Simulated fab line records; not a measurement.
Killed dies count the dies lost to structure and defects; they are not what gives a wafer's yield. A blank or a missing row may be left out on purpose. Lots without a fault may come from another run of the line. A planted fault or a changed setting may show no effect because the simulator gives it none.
Which of the tools did it? | flow gf180mcu | 11 lots, 33 wafers sampled, at 7 steps of a route of 602

WHAT THE GAUGES SHOWED, per wafer
GF_HV_LDD_OVL_MEAS_08. Usual: HV_LDD_OVL 1.5 nm, standard deviation 1.4.
lot  | measured     | on         | HV_LDD_OVL (nm) | flag
L105 | day 11 02:32 | overlay-02 | 1.6 0.5 1.9     | 
L106 | day 11 09:36 | overlay-02 | 4.3 -0.2 1.7    | 
L107 | day 11 13:52 | overlay-01 | 0.5 -1.1 -0.8   | 
L108 | day 12 01:20 | overlay-02 | 0.8 3.4 2.2     | 
L109 | day 12 04:23 | overlay-02 | 1.5 -0.3 0.5    | 
L110 | day 12 07:38 | overlay-01 | 0.5 0.7 1.9     | 
L111 | day 12 18:44 | overlay-02 | 1.2 2.3 2.7     | 
L119 | day 15 03:26 | overlay-02 | 0.8 3.4 -0.5    | 
L122 | day 16 06:29 | overlay-02 | 2.1 3.7 4.4     | 
L123 | day 16 07:44 | overlay-01 | 0.2 -1.5 2.0    | 
L125 | day 17 08:59 | overlay-02 | 1.0 1.2 1.0     | 

GF_HV_LDD_OVL_MEAS_32. Usual: HV_LDD_02_OVL 1.1 nm, standard deviation 1.5.
lot  | measured     | on         | HV_LDD_02_OVL (nm) | flag
L105 | day 12 16:11 | overlay-02 | 2.9 1.7 2.0        | 
L106 | day 13 00:28 | overlay-02 | -0.3 0.3 -0.6      | 
L107 | day 13 05:02 | overlay-01 | -1.9 -0.5 -0.4     | 
L108 | day 13 17:32 | overlay-02 | 1.1 2.0 -1.0       | 
L109 | day 13 20:37 | overlay-02 | 3.4 0.2 2.5        | 
L110 | day 14 00:26 | overlay-01 | 0.3 -0.9 0.2       | 
L111 | day 14 12:05 | overlay-02 | -0.1 1.2 1.7       | 
L119 | day 17 00:35 | overlay-01 | 3.3 2.6 3.6        | 
L122 | day 18 04:28 | overlay-02 | 3.5 2.4 4.3        | 
L123 | day 18 05:49 | overlay-02 | 0.9 1.5 2.5        | 
L125 | day 19 09:17 | overlay-02 | -0.7 0.9 -0.7      | 

GF_HV_LDD_CD_MEAS_46: target cd 400 nm. Usual: cdNm reads 398.9 nm (standard deviation 2).
lot  | measured     | on       | cdNm (nm)         | flag
L105 | day 13 13:22 | cdSem-01 | 398.4 400.4 399.2 | 
L106 | day 13 21:31 | cdSem-02 | 395.5 396.8 398.7 | 
L107 | day 14 02:10 | cdSem-01 | 396.2 400.1 398.3 | 
L108 | day 14 14:32 | cdSem-01 | 398.2 396.9 396.1 | 
L109 | day 14 18:28 | cdSem-01 | 396.9 398.5 399.3 | 
L110 | day 14 22:08 | cdSem-01 | 393.0 392.3 395.1 | 
L111 | day 15 10:22 | cdSem-01 | 400.3 400.5 401.4 | 
L119 | day 18 00:32 | cdSem-01 | 399.7 399.2 401.0 | 
L122 | day 19 04:33 | cdSem-02 | 400.3 399.5 400.4 | 
L123 | day 19 06:18 | cdSem-01 | 396.2 397.8 397.6 | 
L125 | day 20 10:25 | cdSem-02 | 398.2 397.5 395.4 | 

GF_NSD_TW_MEAS_12. Usual: NSD_TW 4249, standard deviation 42.
lot  | measured     | on           | NSD_TW         | flag
L105 | day 14 13:46 | filmMetro-04 | 4323 4296 4295 | 
L106 | day 14 21:23 | filmMetro-01 | 4251 4288 4269 | 
L107 | day 15 02:13 | filmMetro-03 | 4209 4216 4207 | 
L108 | day 15 15:22 | filmMetro-01 | 4290 4282 4278 | 
L109 | day 15 19:44 | filmMetro-03 | 4220 4223 4195 | 
L110 | day 15 23:35 | filmMetro-03 | 3833 3821 3835 | OFF
L111 | day 16 12:14 | filmMetro-01 | 3867 3865 3877 | OFF
L119 | day 19 03:47 | filmMetro-04 | 4284 4302 4292 | 
L122 | day 20 08:44 | filmMetro-03 | 4202 4231 4224 | 
L123 | day 20 10:37 | filmMetro-04 | 4314 4288 4293 | 
L125 | day 21 13:50 | filmMetro-03 | 4181 4187 4214 | 

GF_PSD_RS_MEAS_14: measures by four-point-probe. Usual: NSD_RS 46.14 ohm/sq, standard deviation 0.088.
lot  | measured     | on           | NSD_RS (ohm/sq)   | flag
L105 | day 15 11:31 | filmMetro-03 | 46.03 46.16 46.13 | 
L106 | day 15 19:17 | filmMetro-03 | 46.09 46.16 46.12 | 
L107 | day 16 00:29 | filmMetro-01 | 46.14 46.14 46.14 | 
L108 | day 16 13:52 | filmMetro-04 | 46.10 46.25 46.19 | 
L109 | day 16 18:55 | filmMetro-01 | 46.23 46.19 46.24 | 
L110 | day 16 22:06 | filmMetro-01 | 94.06 94.38 94.92 | OFF
L111 | day 17 11:02 | filmMetro-01 | 97.39 96.98 96.70 | OFF
L119 | day 20 04:41 | filmMetro-01 | 46.07 46.18 46.20 | 
L122 | day 21 09:09 | filmMetro-01 | 46.11 45.98 46.00 | 
L123 | day 21 11:00 | filmMetro-03 | 46.00 46.17 46.17 | 
L125 | day 22 13:35 | filmMetro-01 | 46.12 46.19 46.11 | 

WHAT TOOL EACH LOT RAN ON (gives the tool, then ch and the chambers of the sampled wafers, and finally the start)
lot  | GF_NSD_IMPLANT_09               | GF_NSD_STRIP_11
L105 | implanter-04 ch 0, day 14 13:22 | plasmaAsher-03 ch 0,1, day 14 13:40
L106 | implanter-01 ch 0, day 14 20:59 | plasmaAsher-02 ch 0,1, day 14 21:17
L107 | implanter-03 ch 0, day 15 01:49 | plasmaAsher-03 ch 0,1, day 15 02:07
L108 | implanter-01 ch 0, day 15 14:59 | plasmaAsher-03 ch 0,1, day 15 15:16
L109 | implanter-04 ch 0, day 15 19:20 | plasmaAsher-02 ch 0, day 15 19:38
L110 | implanter-01 ch 0, day 15 23:12 | plasmaAsher-03 ch 0,1, day 15 23:28
L111 | implanter-01 ch 0, day 16 11:51 | plasmaAsher-03 ch 0,1, day 16 12:08
L119 | implanter-04 ch 0, day 19 03:24 | plasmaAsher-04 ch 0,1, day 19 03:40
L122 | implanter-04 ch 0, day 20 08:20 | plasmaAsher-04 ch 0,1, day 20 08:38
L123 | implanter-04 ch 0, day 20 10:13 | plasmaAsher-02 ch 0,1, day 20 10:31
L125 | implanter-03 ch 0, day 21 13:27 | plasmaAsher-04 ch 0,1, day 21 13:43
- GF_NSD_IMPLANT_09
- GF_NSD_STRIP_11: strips in O2/N2.

AS READ BY THE TOOLS THEMSELVES (means over the sampled wafers that have a number; for cases with no such wafer, the mark the record gives instead)
GF_NSD_IMPLANT_09. Usual: beamOnS 18.8 s, standard deviation 2.8; doseIonsCm2 4.001e+15, standard deviation 4.5e+12; endStationPressureTorr 1.31e-05 Torr, standard deviation 1.9e-06; faradayCurrentUA 11928, standard deviation 1700.
lot  | tool         | beamOnS (s) | doseIonsCm2 | endStationPressureTorr (Torr) | faradayCurrentUA | flag
L105 | implanter-04 | 15.7        | 3.996e+15   | 1.54e-05                      | 13861            | 
L106 | implanter-01 | 18.2        | 4.003e+15   | 1.24e-05                      | 12061            | 
L107 | implanter-03 | 22.0        | 4.001e+15   | 1.17e-05                      | 10054            | 
L108 | implanter-01 | 18.6        | 4.002e+15   | 1.28e-05                      | 11748            | 
L109 | implanter-04 | 15.5        | 4.003e+15   | 1.53e-05                      | 14115            | 
L110 | implanter-01 | 10.1        | 3.980e+14   | 6.63e-06                      | 2204             | OFF
L111 | implanter-01 | 9.9         | 4.050e+14   | 6.80e-06                      | 2248             | OFF
L119 | implanter-04 | 15.7        | 3.996e+15   | 1.42e-05                      | 13884            | 
L122 | implanter-04 | 16.0        | 4.000e+15   | 1.56e-05                      | 13619            | 
L123 | implanter-04 | 15.4        | 3.997e+15   | 1.53e-05                      | 14171            | 
L125 | implanter-03 | 22.6        | 3.996e+15   | 1.14e-05                      | 9724             | 

GF_NSD_STRIP_11. Usual: drypumpMotorCurrentA 5.9 A, standard deviation 0.3; heaterPowerW 307 W, standard deviation 24; oesProductAu 0.487 a.u., standard deviation 0.0049; stripTimeToEndpointS 22.96 s, standard deviation 0.036.
lot  | tool           | drypumpMotorCurrentA (A) | heaterPowerW (W) | oesProductAu (a.u.) | stripTimeToEndpointS (s) | flag
L105 | plasmaAsher-03 | 5.9                      | 287              | 0.488               | 22.97                    | 
L106 | plasmaAsher-02 | 5.9                      | 317              | 0.485               | 22.96                    | 
L107 | plasmaAsher-03 | 5.8                      | 291              | 0.483               | 22.94                    | 
L108 | plasmaAsher-03 | 5.9                      | 286              | 0.487               | 23.00                    | 
L109 | plasmaAsher-02 | 6.4                      | 332              | 0.489               | 22.91                    | 
L110 | plasmaAsher-03 | 5.8                      | 290              | 0.607               | 15.89                    | OFF
L111 | plasmaAsher-03 | 5.8                      | 289              | 0.610               | 15.68                    | OFF
L119 | plasmaAsher-04 | 5.7                      | 300              | 0.487               | 22.97                    | 
L122 | plasmaAsher-04 | 5.8                      | 324              | 0.492               | 23.00                    | 
L123 | plasmaAsher-02 | 6.2                      | 323              | 0.487               | 22.96                    | 
L125 | plasmaAsher-04 | 5.9                      | 327              | 0.483               | 23.00                    | 

THE ANSWER, worked out from the rows above alone
Rule: a lot counts as off when the mean over its wafers that have a number is more than 3 standard deviations away from the usual mean. A lot without any number at a reading at which 4 lots or more have one is off too. All remaining lots with rows at the step are treated as sound. The gauges are gone through in route order, then the tools' own readings, and for those a lot's mean is taken as printed above. At the first step where some lot is off, the reading lying furthest off is the one used; lots without a number count as furthest.
Off: L110, L111, seen at GF_NSD_TW_MEAS_12 (NSD_TW).
If a tool, at a process step before that reading, ran all the lots that are off and no sound lot after the first of them, it fits. The gauges at GF_NSD_TW_MEAS_12 aren't tried: what is off there is off at GF_NSD_IMPLANT_09 too, on other tools, and a gauge's error can't cause that. 2 tools fit, implanter-01 at GF_NSD_IMPLANT_09 and plasmaAsher-03 at GF_NSD_STRIP_11, so this cannot tell which one it is.

WHAT THE SIMULATOR PUT IN
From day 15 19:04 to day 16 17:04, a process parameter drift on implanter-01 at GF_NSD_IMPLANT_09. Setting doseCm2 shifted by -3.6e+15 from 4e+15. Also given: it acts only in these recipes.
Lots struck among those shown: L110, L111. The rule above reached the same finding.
